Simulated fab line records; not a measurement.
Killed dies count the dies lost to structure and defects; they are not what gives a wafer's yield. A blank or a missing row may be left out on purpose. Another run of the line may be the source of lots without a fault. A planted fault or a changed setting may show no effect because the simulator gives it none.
fab line records	flow sky130
[record] lots = 14	wafers = 42	lastDay = 50
route steps=708 shown VT_ADJUST_HVTR@139 VT_ADJUST_PCH@152 GATE_OXIDE@194 PAD_OPEN@708
lots with no fault: from the same line, run without faults
startH: hours from the record's first day to the start of the lot's first wafer shown	waitH: how many hours have passed since the lot's step before this one	" identical to the entry in the row above	L1.1+2: several wafers, shown together as one row	- no value, or no start given	* or withheld: withheld	< > ~ a bound
route shown NAME@n: NAME is a module with steps in the file, n the number in the route of the first one	usual: mean and standard deviation over wafers with no fault	same: alike in all rows	chamber/n: place in a boat	sites: each site's reading	_std_site: how widely they spread, as a standard deviation	_edge_site: outer sites' mean less inner sites'	radiusMm: for every site, how far away it sits from the centre of the wafer	mask NAME#n: copy n	behind: tool/chamber where the wafer was last shaped	hold: cause of the lot's hold/its duration in hours/its outcome	device: transistor that didn't switch, given as n, p or np	end of line: the tests these same wafers got at the end of their route	a step with no rows: only its recipe	killed: at the first sort, the dies lost to defects and structure; wafer yield is something else	map: dies across one wafer; x = killed, . = not, _ = none there
set.NAME: the setting the step ran with; set.NAME@STEP: the setting that earlier step ran with	model.NAME: the simulator's own value behind a step, which no gauge read
route steps across a sampled set of lots; one table per step, one row per wafer
services: when a tool's chamber went out of use (startH, in hours from the record's first day, below 0 if earlier), for how many hours, and the reason
[[steps]]
[step SKY_VT_ADJUST_HVTR_OVL_MEAS_08]
[usual] VT_ADJUST_HVTR_OVL = -1.4/1.3
lot.wafer	tool	chamber	startH	waitH	VT_ADJUST_HVTR_OVL[nm]
L786.2	overlay-01	-	219.86	0.1	-4.4
L786.4	"	-	"	"	-2.8
L786.5	"	-	"	"	-2.2
L787.1	overlay-01	-	240.54	0.1	-0.5
L787.4	"	-	"	"	-0.9
L787.6	"	-	"	"	-0.3
L788.2	overlay-02	-	255.86	0.1	-0.9
L788.4	"	-	"	"	1.1
L788.6	"	-	"	"	-0.4
L790.1	overlay-02	-	267.05	0.1	1.3
L790.2	"	-	"	"	1.8
L790.3	"	-	"	"	2.0
L789.2	overlay-02	-	268.05	0.1	-1.2
L789.4	"	-	"	"	0.0
L789.6	"	-	"	"	-2.0
L791.3	overlay-02	-	276.35	0.1	-1.7
L791.5	"	-	"	"	-1.5
L791.6	"	-	"	"	-1.2
L794.2	overlay-02	-	283.46	0.1	-1.0
L794.3	"	-	"	"	-0.4
L794.6	"	-	"	"	-0.7
L798.3	overlay-01	-	318.00	0.1	-1.1
L798.5	"	-	"	"	-2.1
L798.6	"	-	"	"	-0.1
L799.1	overlay-02	-	324.25	0.1	-2.6
L799.2	"	-	"	"	-1.4
L799.3	"	-	"	"	-2.0
L800.1	overlay-01	-	330.46	0.1	-0.8
L800.2	"	-	"	"	-0.9
L800.5	"	-	"	"	-0.6
L802.2	overlay-01	-	345.51	0.1	-1.6
L802.4	"	-	"	"	-1.9
L802.5	"	-	"	"	-2.0
L803.1	overlay-01	-	349.54	0.1	-0.8
L803.2	"	-	"	"	-1.0
L803.6	"	-	"	"	-0.7
L804.1	overlay-02	-	353.99	0.1	-2.8
L804.5	"	-	"	"	-0.3
L804.6	"	-	"	"	-1.5
L805.4	overlay-01	-	372.07	0.1	0.5
L805.5	"	-	"	"	-0.3
L805.6	"	-	"	"	0.4
[step SKY_VT_ADJUST_PCH_STRIP_09]
[recipe] chemistry = O2/N2	powerW = 1400	pressureMtorr = 1500	platenTempC = withheld	o2FlowSccm = 3000	n2FlowSccm = 300	overashFraction = 0.5
[usual] drypumpMotorCurrentA = 5.8/0.31	oesProductAu = 0.722/0.0046	stripTimeToEndpointS = 36.88/0.1
lot.wafer	tool	chamber	startH	waitH	drypumpMotorCurrentA	oesProductAu	rfHoursCounterH	stripTimeToEndpointS
L786.2	plasmaAsher-04	1	243.31	0.1	5.3	0.721	11	36.94
L786.4	"	0	"	"	5.7	0.720	-	36.90
L786.5	"	0	"	"	5.7	0.728	-	36.89
L787.1	plasmaAsher-02	0	265.57	0.1	5.9	0.719	54	36.81
L787.4	"	1	"	"	5.7	0.723	-	36.78
L787.6	"	1	"	"	5.7	0.723	-	36.90
L788.2	plasmaAsher-04	0	282.26	0.1	5.7	0.724	16	36.74
L788.4	"	0	"	"	5.7	0.718	-	36.79
L788.6	"	0	"	"	5.7	0.721	-	36.79
L790.1	plasmaAsher-02	0	293.76	0.1	5.9	0.716	58	36.87
L790.2	"	1	"	"	5.8	0.725	58	36.91
L790.3	"	0	"	"	5.9	0.721	-	36.97
L789.2	plasmaAsher-04	0	294.87	0.1	5.7	0.722	17	36.78
L789.4	"	1	"	"	5.3	0.729	-	36.94
L789.6	"	0	"	"	5.7	0.722	-	36.92
L791.3	plasmaAsher-01	1	303.09	0.1	5.8	0.718	-	36.78
L791.5	"	1	"	"	5.8	0.723	-	36.81
L791.6	"	0	"	"	6.3	0.717	-	36.88
L794.2	plasmaAsher-01	1	309.82	0.1	5.8	0.728	47	36.78
L794.3	"	1	"	"	5.8	0.727	-	36.84
L794.6	"	0	"	"	6.3	0.721	-	36.65
L798.3	plasmaAsher-02	1	344.20	0.1	5.8	0.725	-	36.87
L798.5	"	1	"	"	5.8	0.727	-	36.83
L798.6	"	0	"	"	5.9	0.722	-	37.06
L799.1	plasmaAsher-02	1	351.11	0.1	5.7	0.722	64	36.96
L799.2	"	0	"	"	5.9	0.725	64	36.89
L799.3	"	0	"	"	5.9	0.723	-	36.93
L800.1	plasmaAsher-01	1	357.51	0.1	5.8	0.721	51	36.92
L800.2	"	0	"	"	6.3	0.728	51	36.88
L800.5	"	0	"	"	6.3	0.720	-	36.97
L802.2	plasmaAsher-01	1	373.56	0.1	5.8	0.727	53	36.82
L802.4	"	1	"	"	5.8	0.724	-	36.73
L802.5	"	0	"	"	6.3	0.721	-	36.73
L803.1	plasmaAsher-02	0	378.11	0.1	5.9	0.721	67	36.80
L803.2	"	1	"	"	5.7	0.720	67	36.66
L803.6	"	1	"	"	5.7	0.721	-	36.76
L804.1	plasmaAsher-01	0	382.97	0.1	6.3	0.722	54	36.89
L804.5	"	1	"	"	5.8	0.728	-	36.84
L804.6	"	0	"	"	6.3	0.722	-	37.02
L805.4	plasmaAsher-01	0	400.70	0.1	6.3	0.720	-	36.84
L805.5	"	1	"	"	5.8	0.719	-	36.92
L805.6	"	0	"	"	6.3	0.722	-	36.99
[step SKY_VT_ADJUST_PCH_TW_MEAS_10]
[usual] VT_ADJUST_PCH_TW = 142.5/0.92
lot.wafer	tool	chamber	startH	waitH	VT_ADJUST_PCH_TW
L786.2	filmMetro-03	-	243.42	0.1	141.6
L786.4	"	-	"	"	141.6
L786.5	"	-	"	"	141.3
L787.1	filmMetro-02	-	265.67	0.1	141.3
L787.4	"	-	"	"	141.4
L787.6	"	-	"	"	142.1
L788.2	filmMetro-04	-	282.37	0.1	143.3
L788.4	"	-	"	"	143.4
L788.6	"	-	"	"	143.8
L790.1	filmMetro-03	-	293.86	0.1	142.8
L790.2	"	-	"	"	143.1
L790.3	"	-	"	"	142.9
L789.2	filmMetro-04	-	294.98	0.1	143.6
L789.4	"	-	"	"	143.9
L789.6	"	-	"	"	143.3
L791.3	filmMetro-04	-	303.18	0.1	142.7
L791.5	"	-	"	"	143.2
L791.6	"	-	"	"	143.8
L794.2	filmMetro-04	-	309.93	0.1	142.6
L794.3	"	-	"	"	143.2
L794.6	"	-	"	"	143.0
L798.3	filmMetro-04	-	344.29	0.1	142.5
L798.5	"	-	"	"	142.5
L798.6	"	-	"	"	142.4
L799.1	filmMetro-02	-	351.21	0.1	142.2
L799.2	"	-	"	"	142.0
L799.3	"	-	"	"	142.6
L800.1	filmMetro-02	-	357.61	0.1	141.7
L800.2	"	-	"	"	142.4
L800.5	"	-	"	"	142.1
L802.2	filmMetro-03	-	373.67	0.1	143.6
L802.4	"	-	"	"	143.0
L802.5	"	-	"	"	143.1
L803.1	filmMetro-02	-	378.21	0.1	142.7
L803.2	"	-	"	"	142.8
L803.6	"	-	"	"	142.0
L804.1	filmMetro-03	-	383.08	0.1	142.7
L804.5	"	-	"	"	142.2
L804.6	"	-	"	"	143.9
L805.4	filmMetro-03	-	400.80	0.1	141.1
L805.5	"	-	"	"	142.0
L805.6	"	-	"	"	141.5
[step SKY_GATE_OXIDE_EXPOSE_07]
[recipe] maskId = LVOM	na = 0.6	sourceShape = conventional	sigmaOuter = 0.6	polarization = unpolarized	targetCdNm = 600	doseMj = 170
[usual] exposureDoseMJCm2 = 170.03/0.16	stageVelMmS = 499.96/0.25
[same] na = 0.6	sigmaOuter = 0.6
lot.wafer	tool	chamber	startH	waitH	mask	exposureDoseMJCm2	stageVelMmS
L786.2	ilineStepper-01	0	315.13	-	LVOM#0	169.90	500.01
L786.4	"	0	"	"	LVOM#0	170.19	500.13
L786.5	"	0	"	"	LVOM#0	170.40	500.08
L787.1	ilineStepper-02	0	339.66	-	LVOM#0	170.08	500.10
L787.4	"	0	"	"	LVOM#0	170.18	500.22
L787.6	"	0	"	"	LVOM#0	170.18	499.88
L788.2	ilineStepper-02	0	357.15	-	LVOM#0	169.86	500.19
L788.4	"	0	"	"	LVOM#0	169.64	499.84
L788.6	"	0	"	"	LVOM#0	169.74	499.73
L790.1	ilineStepper-02	0	368.22	-	LVOM#0	170.12	500.12
L790.2	"	0	"	"	LVOM#0	170.06	500.22
L790.3	"	0	"	"	LVOM#0	170.36	500.23
L789.2	ilineStepper-01	0	369.47	-	LVOM#0	170.10	500.48
L789.4	"	0	"	"	LVOM#0	170.00	499.88
L789.6	"	0	"	"	LVOM#0	170.08	499.85
L791.3	ilineStepper-02	0	386.45	-	LVOM#0	170.34	499.59
L791.5	"	0	"	"	LVOM#0	170.31	499.71
L791.6	"	0	"	"	LVOM#0	170.10	499.53
L794.2	ilineStepper-01	0	396.53	-	LVOM#0	170.12	499.81
L794.3	"	0	"	"	LVOM#0	169.93	499.64
L794.6	"	0	"	"	LVOM#0	169.77	500.01
L799.1	ilineStepper-01	0	430.81	-	LVOM#0	170.03	500.21
L799.2	"	0	"	"	LVOM#0	170.01	499.88
L799.3	"	0	"	"	LVOM#0	170.05	500.14
L798.3	ilineStepper-01	0	431.16	-	LVOM#0	170.10	499.83
L798.5	"	0	"	"	LVOM#0	170.17	499.39
L798.6	"	0	"	"	LVOM#0	170.05	499.75
L800.1	ilineStepper-01	0	441.23	-	LVOM#0	169.95	500.06
L800.2	"	0	"	"	LVOM#0	169.83	499.68
L800.5	"	0	"	"	LVOM#0	169.98	499.93
L802.2	ilineStepper-01	0	455.68	-	LVOM#0	170.01	500.50
L802.4	"	0	"	"	LVOM#0	169.84	500.21
L802.5	"	0	"	"	LVOM#0	169.82	499.89
L803.1	ilineStepper-01	0	458.32	-	LVOM#0	169.75	500.19
L803.2	"	0	"	"	LVOM#0	169.81	500.15
L803.6	"	0	"	"	LVOM#0	169.90	499.55
L804.1	ilineStepper-02	0	465.56	-	LVOM#0	170.06	499.94
L804.5	"	0	"	"	LVOM#0	170.24	500.08
L804.6	"	0	"	"	LVOM#0	169.89	500.06
L805.4	ilineStepper-01	0	484.77	-	LVOM#0	169.82	499.83
L805.5	"	0	"	"	LVOM#0	169.90	499.95
L805.6	"	0	"	"	LVOM#0	170.05	499.90
[step SKY_GATE_OXIDE_OVL_MEAS_10]
[usual] GATE_OXIDE_OVL = -0.1/1
lot.wafer	tool	chamber	startH	waitH	GATE_OXIDE_OVL[nm]
L786.2	overlay-02	-	328.68	0.1	0.4
L786.4	"	-	"	"	0.8
L786.5	"	-	"	"	0.6
L787.1	overlay-02	-	352.98	0.1	1.7
L787.4	"	-	"	"	1.2
L787.6	"	-	"	"	-0.5
L788.2	overlay-01	-	370.74	0.1	0.7
L788.4	"	-	"	"	0.1
L788.6	"	-	"	"	-1.2
L790.1	overlay-02	-	382.02	0.1	-0.3
L790.2	"	-	"	"	0.0
L790.3	"	-	"	"	-1.5
L789.2	overlay-01	-	383.39	0.1	-2.0
L789.4	"	-	"	"	-0.7
L789.6	"	-	"	"	-2.5
L791.3	overlay-01	-	399.78	0.1	-0.2
L791.5	"	-	"	"	-1.9
L791.6	"	-	"	"	-2.1
L794.2	overlay-02	-	411.39	0.1	-0.9
L794.3	"	-	"	"	-1.8
L794.6	"	-	"	"	0.0
L799.1	overlay-02	-	446.53	0.1	0.0
L799.2	"	-	"	"	1.1
L799.3	"	-	"	"	0.7
L798.3	overlay-02	-	446.68	0.1	-0.2
L798.5	"	-	"	"	-1.4
L798.6	"	-	"	"	-1.0
L800.1	overlay-01	-	455.83	0.1	-115.6
L800.2	"	-	"	"	-116.0
L800.5	"	-	"	"	-117.7
L802.2	overlay-01	-	471.53	0.1	-116.6
L802.4	"	-	"	"	-116.9
L802.5	"	-	"	"	-117.3
L803.1	overlay-01	-	473.78	0.1	-117.3
L803.2	"	-	"	"	-118.7
L803.6	"	-	"	"	-117.7
L804.1	overlay-02	-	481.07	0.1	0.7
L804.5	"	-	"	"	0.8
L804.6	"	-	"	"	2.9
L805.4	overlay-02	-	500.05	0.1	-116.6
L805.5	"	-	"	"	-115.6
L805.6	"	-	"	"	-115.2
[step SKY_PAD_OPEN_PROBE_99]
[usual] killed_at_M0_to_M3 = 42/6.2	killed_at_M4_up = 3.0/1.8	killedAtContacts = 25/5.9	killedAtFrontEnd = 15/4.5	killedAtOther = 0.2/0.45	killedDies = 85/9.9	killedOpen = 47/6.7	killedShort = 39/6.4
[same] grossDies = 492	killedAtBackSide = 0
lot.wafer	tool	chamber	startH	waitH	killed_at_M0_to_M3	killed_at_M4_up	killedAtContacts	killedAtFrontEnd	killedAtOther	killedDies	killedOpen	killedShort
L786.2	prober-01	-	1095.11	0.1	43	4	27	15	0	89	52	37
L786.4	prober-01	-	1095.21	0.2	35	4	20	17	0	76	41	35
L786.5	prober-01	-	1095.26	0.2	45	2	17	21	1	86	45	41
L787.1	prober-02	-	1108.34	0.1	34	3	24	18	0	79	47	32
L787.4	prober-02	-	1108.49	0.2	52	4	22	11	0	89	51	38
L787.6	prober-02	-	1108.59	0.2	46	1	22	16	0	85	46	39
L788.2	prober-01	-	1131.14	0.1	38	3	27	16	1	85	37	48
L788.4	prober-01	-	1131.24	0.2	40	5	28	22	0	95	47	48
L788.6	prober-01	-	1131.34	0.2	44	1	32	13	0	90	44	46
L790.1	prober-02	-	1133.05	0.1	39	1	40	18	1	99	50	49
L790.2	prober-02	-	1133.10	0.1	47	4	24	14	1	90	52	38
L790.3	prober-02	-	1133.15	0.2	47	1	24	11	0	83	43	40
L789.2	prober-01	-	1133.45	0.1	44	8	20	10	0	82	37	45
L789.4	prober-01	-	1133.55	0.2	35	1	35	12	0	83	52	31
L789.6	prober-01	-	1133.65	0.2	41	3	18	11	0	73	44	29
L791.3	prober-02	-	1145.54	0.2	31	6	20	13	0	70	32	38
L791.5	prober-02	-	1145.64	0.2	45	3	26	19	1	94	48	46
L791.6	prober-02	-	1145.69	0.2	51	5	19	18	0	93	42	51
L794.2	prober-02	-	1153.54	0.1	50	2	29	13	0	94	51	43
L794.3	prober-02	-	1153.59	0.2	52	0	43	12	1	108	55	53
L794.6	prober-02	-	1153.74	0.2	34	1	22	19	1	77	44	33
L799.1	prober-01	-	1172.39	0.1	49	1	33	23	0	106	55	51
L799.2	prober-01	-	1172.44	0.1	43	6	28	13	0	90	49	41
L799.3	prober-01	-	1172.49	0.2	40	1	25	14	0	80	39	41
L798.3	prober-02	-	1176.88	0.2	35	5	19	15	0	74	47	27
L798.5	prober-02	-	1176.98	0.2	33	1	21	11	0	66	34	32
L798.6	prober-02	-	1177.03	0.2	43	5	26	16	0	90	50	40
L804.1	prober-01	-	1192.29	0.1	39	5	33	16	0	93	55	38
L804.5	prober-01	-	1192.49	0.2	39	4	30	19	0	92	47	45
L804.6	prober-01	-	1192.54	0.2	45	2	30	16	0	93	51	42
L805.4	prober-01	-	1204.73	0.2	45	2	21	21	0	89	46	43
L805.5	prober-01	-	1204.78	0.2	44	3	22	15	0	84	47	37
L805.6	prober-01	-	1204.83	0.2	49	4	27	18	0	98	48	50
// killed by level:class
L786.2 LI_CONTACT:geometricParticle:open=12 VIA1:geometricParticle:open=12 CONTACT:geometricParticle:open=7 FIELD_ISO:geometricParticle:short=5 VIA2:geometricParticle:open=5 VIA1:geometricParticle:short=5 VIA3:geometricParticle:open=5 POLY_GATE:geometricParticle:short=4
L786.4 VIA1:geometricParticle:open=10 LI_CONTACT:geometricParticle:open=8 METAL1:geometricParticle:short=7 FIELD_ISO:geometricParticle:short=6 CONTACT:geometricParticle:open=5 FIELD_ISO:geometricParticle:open=4 VIA3:geometricParticle:short=4 POLY_GATE:geometricParticle:open=3
L786.5 VIA1:geometricParticle:open=17 FIELD_ISO:geometricParticle:short=8 VIA1:geometricParticle:short=8 CONTACT:geometricParticle:open=8 FIELD_ISO:geometricParticle:open=6 CONTACT:geometricParticle:short=4 METAL1:geometricParticle:short=4 VIA2:geometricParticle:short=4
L787.1 LI_CONTACT:geometricParticle:open=12 VIA1:geometricParticle:open=10 FIELD_ISO:geometricParticle:open=7 CONTACT:geometricParticle:open=7 METAL1:geometricParticle:short=5 VIA1:geometricParticle:short=5 VIA2:geometricParticle:short=5 POLY_GATE:geometricParticle:open=4
L787.4 VIA3:geometricParticle:open=13 LI_CONTACT:geometricParticle:open=9 VIA1:geometricParticle:short=7 VIA1:geometricParticle:open=7 METAL2:geometricParticle:short=6 METAL1:geometricParticle:short=5 LI_CONTACT:geometricParticle:short=4 CONTACT:geometricParticle:open=4
L787.6 LI_CONTACT:geometricParticle:open=12 VIA1:geometricParticle:open=9 VIA2:geometricParticle:open=8 CONTACT:geometricParticle:open=6 FIELD_ISO:geometricParticle:short=5 VIA1:geometricParticle:short=5 METAL2:geometricParticle:short=5 VIA2:geometricParticle:short=5
L788.2 LI_CONTACT:geometricParticle:open=8 METAL2:geometricParticle:short=8 CONTACT:geometricParticle:open=7 FIELD_ISO:geometricParticle:short=5 LI_CONTACT:geometricParticle:short=5 VIA1:geometricParticle:short=5 VIA1:geometricParticle:open=5 METAL3:geometricParticle:short=4
L788.4 CONTACT:geometricParticle:open=12 VIA1:geometricParticle:open=10 FIELD_ISO:geometricParticle:short=8 VIA3:geometricParticle:open=6 CONTACT:geometricParticle:short=6 LI_CONTACT:geometricParticle:open=5 METAL2:geometricParticle:short=5 METAL4:geometricParticle:short=4
L788.6 LI_CONTACT:geometricParticle:open=10 VIA1:geometricParticle:short=8 CONTACT:geometricParticle:open=7 VIA1:geometricParticle:open=6 CONTACT:geometricParticle:short=6 VIA2:geometricParticle:open=6 VIA3:geometricParticle:open=6 LOCAL_INTERCONNECT:geometricParticle:short=5
L790.1 CONTACT:geometricParticle:open=15 LI_CONTACT:geometricParticle:open=9 VIA1:geometricParticle:open=9 CONTACT:geometricParticle:short=8 METAL1:geometricParticle:short=6 LOCAL_INTERCONNECT:geometricParticle:short=6 VIA2:geometricParticle:open=5 VIA1:geometricParticle:short=5
L790.2 CONTACT:geometricParticle:open=13 VIA1:geometricParticle:open=12 METAL1:geometricParticle:short=7 VIA1:geometricParticle:short=6 POLY_GATE:geometricParticle:open=5 VIA3:geometricParticle:open=5 FIELD_ISO:geometricParticle:open=4 METAL2:geometricParticle:short=4
L790.3 VIA1:geometricParticle:open=12 VIA2:geometricParticle:open=8 CONTACT:geometricParticle:open=7 FIELD_ISO:geometricParticle:short=5 LI_CONTACT:geometricParticle:open=5 METAL3:geometricParticle:short=4 METAL2:geometricParticle:short=4 LI_CONTACT:geometricParticle:short=4
L789.2 VIA1:geometricParticle:open=17 VIA1:geometricParticle:short=7 METAL4:geometricParticle:short=7 CONTACT:geometricParticle:short=6 VIA3:geometricParticle:open=5 CONTACT:geometricParticle:open=4 LOCAL_INTERCONNECT:geometricParticle:short=4 METAL2:geometricParticle:short=4
L789.4 CONTACT:geometricParticle:open=11 LI_CONTACT:geometricParticle:open=9 VIA1:geometricParticle:open=9 CONTACT:geometricParticle:short=8 VIA3:geometricParticle:open=7 VIA2:geometricParticle:open=6 LOCAL_INTERCONNECT:geometricParticle:short=4 FIELD_ISO:geometricParticle:open=3
L789.6 VIA1:geometricParticle:open=10 LI_CONTACT:geometricParticle:open=7 CONTACT:geometricParticle:open=7 METAL2:geometricParticle:short=7 VIA3:geometricParticle:open=7 VIA2:geometricParticle:open=6 FIELD_ISO:geometricParticle:short=5 VIA1:geometricParticle:short=4
L791.3 CONTACT:geometricParticle:open=7 VIA3:geometricParticle:open=6 CONTACT:geometricParticle:short=5 METAL1:geometricParticle:short=5 VIA1:geometricParticle:short=5 METAL2:geometricParticle:short=5 FIELD_ISO:geometricParticle:short=4 FIELD_ISO:geometricParticle:open=4
L791.5 VIA1:geometricParticle:open=13 CONTACT:geometricParticle:open=9 LOCAL_INTERCONNECT:geometricParticle:short=8 FIELD_ISO:geometricParticle:short=6 VIA1:geometricParticle:short=6 FIELD_ISO:geometricParticle:open=5 VIA2:geometricParticle:open=5 CONTACT:geometricParticle:short=4
L791.6 METAL2:geometricParticle:short=12 VIA1:geometricParticle:open=8 VIA3:geometricParticle:open=7 POLY_GATE:geometricParticle:short=6 CONTACT:geometricParticle:short=5 METAL1:geometricParticle:short=5 CONTACT:geometricParticle:open=4 LI_CONTACT:geometricParticle:open=4
L794.2 VIA1:geometricParticle:open=15 METAL2:geometricParticle:short=9 VIA3:geometricParticle:open=9 LI_CONTACT:geometricParticle:open=7 CONTACT:geometricParticle:open=7 LOCAL_INTERCONNECT:geometricParticle:short=6 CONTACT:geometricParticle:short=5 VIA2:geometricParticle:short=5
L794.3 CONTACT:geometricParticle:open=11 VIA1:geometricParticle:open=11 CONTACT:geometricParticle:short=10 LI_CONTACT:geometricParticle:open=8 LOCAL_INTERCONNECT:geometricParticle:short=8 VIA3:geometricParticle:open=7 METAL1:geometricParticle:short=6 METAL2:geometricParticle:short=6
L794.6 VIA1:geometricParticle:open=9 LI_CONTACT:geometricParticle:open=8 CONTACT:geometricParticle:open=7 VIA3:geometricParticle:open=7 FIELD_ISO:geometricParticle:open=6 CONTACT:geometricParticle:short=5 FIELD_ISO:geometricParticle:short=4 METAL2:geometricParticle:short=4
L799.1 LI_CONTACT:geometricParticle:open=12 VIA1:geometricParticle:open=12 POLY_GATE:geometricParticle:short=9 CONTACT:geometricParticle:open=9 CONTACT:geometricParticle:short=9 METAL2:geometricParticle:short=7 FIELD_ISO:geometricParticle:short=5 VIA1:geometricParticle:short=5
L799.2 CONTACT:geometricParticle:open=14 LI_CONTACT:geometricParticle:open=8 METAL1:geometricParticle:short=8 VIA1:geometricParticle:open=8 VIA2:geometricParticle:open=7 VIA1:geometricParticle:short=5 CONTACT:geometricParticle:short=4 METAL2:geometricParticle:short=4
L799.3 VIA1:geometricParticle:open=10 CONTACT:geometricParticle:open=8 CONTACT:geometricParticle:short=6 METAL1:geometricParticle:short=5 VIA3:geometricParticle:short=5 POLY_GATE:geometricParticle:short=4 LI_CONTACT:geometricParticle:open=4 VIA2:geometricParticle:open=4
L798.3 VIA2:geometricParticle:open=10 VIA1:geometricParticle:open=8 LI_CONTACT:geometricParticle:open=6 CONTACT:geometricParticle:short=6 CONTACT:geometricParticle:open=5 METAL4:geometricParticle:short=4 POLY_GATE:geometricParticle:open=4 VIA1:geometricParticle:short=4
L798.5 VIA1:geometricParticle:open=9 CONTACT:geometricParticle:open=8 LOCAL_INTERCONNECT:geometricParticle:short=6 METAL1:geometricParticle:short=5 VIA2:geometricParticle:short=4 VIA2:geometricParticle:open=4 FIELD_ISO:geometricParticle:open=3 CONTACT:geometricParticle:short=3
L798.6 VIA2:geometricParticle:open=12 CONTACT:geometricParticle:open=11 VIA1:geometricParticle:open=10 FIELD_ISO:geometricParticle:short=6 LOCAL_INTERCONNECT:geometricParticle:short=6 CONTACT:geometricParticle:short=4 VIA3:geometricParticle:short=4 FIELD_ISO:geometricParticle:open=3
L804.1 CONTACT:geometricParticle:open=12 VIA1:geometricParticle:open=11 VIA2:geometricParticle:open=10 LI_CONTACT:geometricParticle:open=8 LOCAL_INTERCONNECT:geometricParticle:short=6 METAL4:geometricParticle:short=5 FIELD_ISO:geometricParticle:short=4 LI_CONTACT:geometricParticle:short=4
L804.5 CONTACT:geometricParticle:open=11 FIELD_ISO:geometricParticle:short=8 VIA1:geometricParticle:open=8 VIA3:geometricParticle:open=8 CONTACT:geometricParticle:short=7 LOCAL_INTERCONNECT:geometricParticle:short=6 METAL2:geometricParticle:short=5 VIA2:geometricParticle:open=5
L804.6 VIA2:geometricParticle:open=11 LI_CONTACT:geometricParticle:open=10 VIA3:geometricParticle:open=10 CONTACT:geometricParticle:open=7 VIA1:geometricParticle:open=6 VIA1:geometricParticle:short=6 FIELD_ISO:geometricParticle:short=5 LOCAL_INTERCONNECT:geometricParticle:short=5
L805.4 VIA3:geometricParticle:open=9 POLY_GATE:geometricParticle:open=8 CONTACT:geometricParticle:open=8 VIA1:geometricParticle:open=7 VIA2:geometricParticle:open=6 LOCAL_INTERCONNECT:geometricParticle:short=6 METAL2:geometricParticle:short=6 METAL3:geometricParticle:short=5
L805.5 CONTACT:geometricParticle:open=13 VIA1:geometricParticle:open=9 METAL1:geometricParticle:short=9 VIA2:geometricParticle:open=6 VIA1:geometricParticle:short=6 VIA3:geometricParticle:open=6 FIELD_ISO:geometricParticle:short=4 POLY_GATE:geometricParticle:short=4
L805.6 VIA1:geometricParticle:open=11 VIA3:geometricParticle:open=9 CONTACT:geometricParticle:short=8 VIA3:geometricParticle:short=7 CONTACT:geometricParticle:open=7 VIA1:geometricParticle:short=6 FIELD_ISO:geometricParticle:open=5 LI_CONTACT:geometricParticle:open=5
[[services]]
tool	chamber	startH	hours	kind
ilineStepper-02	-	225.04	16.5	repair
plasmaAsher-01	-	236.45	2.8	pm
ilineStepper-01	-	241.52	1.7	pm
plasmaAsher-01	-	251.44	28.1	pm
plasmaAsher-04	-	260.87	4.3	pm
plasmaAsher-01	-	305.11	4.3	pm
plasmaAsher-04	-	326.17	12.9	pm
plasmaAsher-01	-	348.79	0.6	repair
ilineStepper-02	-	393.26	0.7	repair
plasmaAsher-01	-	394.54	1.0	repair
plasmaAsher-02	-	396.30	31.3	pm
plasmaAsher-04	-	427.30	2.5	repair
ilineStepper-02	-	430.87	1.7	pm
ilineStepper-01	-	459.32	1.7	pm
plasmaAsher-02	-	460.99	2.3	repair
ilineStepper-01	-	467.64	8.9	repair
[[key]]
[firstSign] step = SKY_GATE_OXIDE_OVL_MEAS_10	reading = GATE_OXIDE_OVL	direction = down	sigmas = 99+	usual = -0.1	struck = -116.8
effect none on later readings
metAt SKY_GATE_OXIDE_EXPOSE_07
struckLots L800,L802,L803,L805
rowsEnd L800.1,L800.2,L800.5,L802.2,L802.4,L802.5,L803.1,L803.2,L803.6
testerLeftOut L805
notActingAt SKY_VT_ADJUST_HVTR_OVL_MEAS_08,SKY_VT_ADJUST_PCH_STRIP_09,SKY_VT_ADJUST_PCH_TW_MEAS_10
onsetBetween 431.16 441.23
[fault] kind = scannerMatchingOverlay	tool = ilineStepper-01	chamber = -	onsetH = 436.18	steps = SKY_GATE_OXIDE_EXPOSE_07	offset = -116.85
// testerLeftOut: of these lots the tester's yield and bins aren't shown, on N5 and GAA mostly nor the transistor test; their killed dies are dies lost to structure and defects alone, not to doping, threshold or leakage, so they don't give the yield
// rowsEnd: these wafers met a further fault down the route, and their rows from its step on are left out
